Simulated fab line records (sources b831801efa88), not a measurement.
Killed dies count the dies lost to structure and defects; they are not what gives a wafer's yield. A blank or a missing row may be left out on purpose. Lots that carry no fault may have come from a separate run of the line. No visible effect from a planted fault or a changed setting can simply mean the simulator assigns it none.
8D (eight disciplines) problem report, filled in by code	flow sky130	the parts of the form that need people (team, actions taken, sign-off) are left out

## 1. PROBLEM STATEMENT
Mean of oes_product_au at SKY_METAL1_METAL_ETCH_19: 0.375 a.u. across 6 wafers in 2 lots; on wafers with no fault it is 0.857 a.u. (standard deviation 0.0053). Relative to the usual mean, that is a shift of -91 standard deviations.
The step: etches the open film in Cl2/BCl3, stops on SiO2, target depth 360 nm, time 78 s.
First seen on wafer L509.1, day 37 02:58, on rie_metal-02. At this step, 27 wafers from 9 lots have a number in the record. Rule for "out" (also "out of limits"): further than 4 standard deviations from the usual mean. The rest of the wafers with a number are treated as sound.

## 2. WHAT THIS IS AND IS NOT
question	is	is not
which readings at this step	oes_product_au	bcl3_flow_sccm, bias_w, chamber_pressure_mTorr, drypump_motor_current_A
which lots	L509, L512	L500, L502, L505, L511, L513, L519, L520
which wafers of those lots	all that have a number	-
read on which tools	rie_metal-02	rie_metal-01, rie_metal-03
when	from day 37 02:58	up to then (9 sound wafers); but 12 sound wafers of L511, L513, L519, L520 came after

## 3. WHAT RULES OUT EACH SUSPECT
Counting: a tool stays on the suspect list if, at a process step up to the reading, it processed all lots that are out and no sound lot following the first of them.
- rie_metal-02 at SKY_METAL1_ETCH_18 (etches BARC in N2/H2, stops on SiO2, time 45.9 s, target depth 60 nm): ruled out as a lasting fault. Following L509 (day 37 02:55), the first lot on it that is out, the sound lots L511, L519, L520 were run on it.
- rie_metal-02 at SKY_METAL1_METAL_ETCH_19 (etches the open film in Cl2/BCl3, stops on SiO2, target depth 360 nm, time 78 s): ruled out as a lasting fault. Following L509 (day 37 02:58), the first lot on it that is out, the sound lots L511, L519, L520 were run on it.
Left after counting: nothing in the record.

## 4. THE CAUSE (what the simulator had put in)
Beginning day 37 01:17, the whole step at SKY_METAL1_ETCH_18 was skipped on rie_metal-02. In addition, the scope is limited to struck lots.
Counting ruled it out, wrongly.

## 5. SEQUENCE OF EFFECTS, ordered by route
One row per reading whose mean, taken over the struck wafers that have a number, lies over 3 standard deviations from the usual. Readings are gone through only where the record gives a usual standard deviation; hours: the median, over the lots, of the time from a lot's start at the first step in this table giving one to that lot's start at this step; sigmas: the change measured in usual standard deviations.
hours	step	reading	usual	on struck wafers	change	sigmas
0	SKY_METAL1_METAL_ETCH_19	oes_product_au	0.857 a.u.	0.375	-0.482	-91
0	SKY_METAL1_STRIP_20	oes_product_au	0.343 a.u.	0.363	+0.020	+3.5
0	SKY_METAL1_STRIP_20	strip_time_to_endpoint_s	2.70 s	3.20	+0.50	+7.8
285	SKY_PAD_OPEN_PROBE_99	defect_limited_yield	83.0 %	0.0	-83.0	-46
285	SKY_PAD_OPEN_PROBE_99	killed_at_M0_to_M3	42	448	+406	+61
285	SKY_PAD_OPEN_PROBE_99	killed_dies	83	492	+409	+45
285	SKY_PAD_OPEN_PROBE_99	killed_on_rim	16	96	+80	+20
285	SKY_PAD_OPEN_PROBE_99	sort_bin_5_function	10.0 %	92.5	+82.5	+55
285	SKY_PAD_OPEN_PROBE_99	sort_n_pass	409	0	-409	-45
285	SKY_PAD_OPEN_PROBE_99	sort_yield_pct	83.0 %	0.0	-83.0	-46
The process steps in it:
- SKY_METAL1_METAL_ETCH_19: etches the open film in Cl2/BCl3, stops on SiO2, target depth 360 nm, time 78 s.
- SKY_METAL1_STRIP_20: strips in O2/N2.
- SKY_PAD_OPEN_PROBE_99
Readings that are blank on the struck wafers while sound wafers have them: bias_w at SKY_METAL1_ETCH_18; chamber_pressure_mTorr at SKY_METAL1_ETCH_18; drypump_motor_current_A at SKY_METAL1_ETCH_18; oes_product_au at SKY_METAL1_ETCH_18; throttle_valve_pct at SKY_METAL1_ETCH_18.

## 6. WHAT WOULD HAVE CAUGHT IT SOONER
First out-of-limits reading in this record: day 37 02:58, which is 2 hours after fault onset at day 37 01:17.
At SKY_METAL1_ETCH_18 the tool's readings are blank on the struck wafers, where sound wafers have them: an empty tool record is the first sign, and it was there at once.
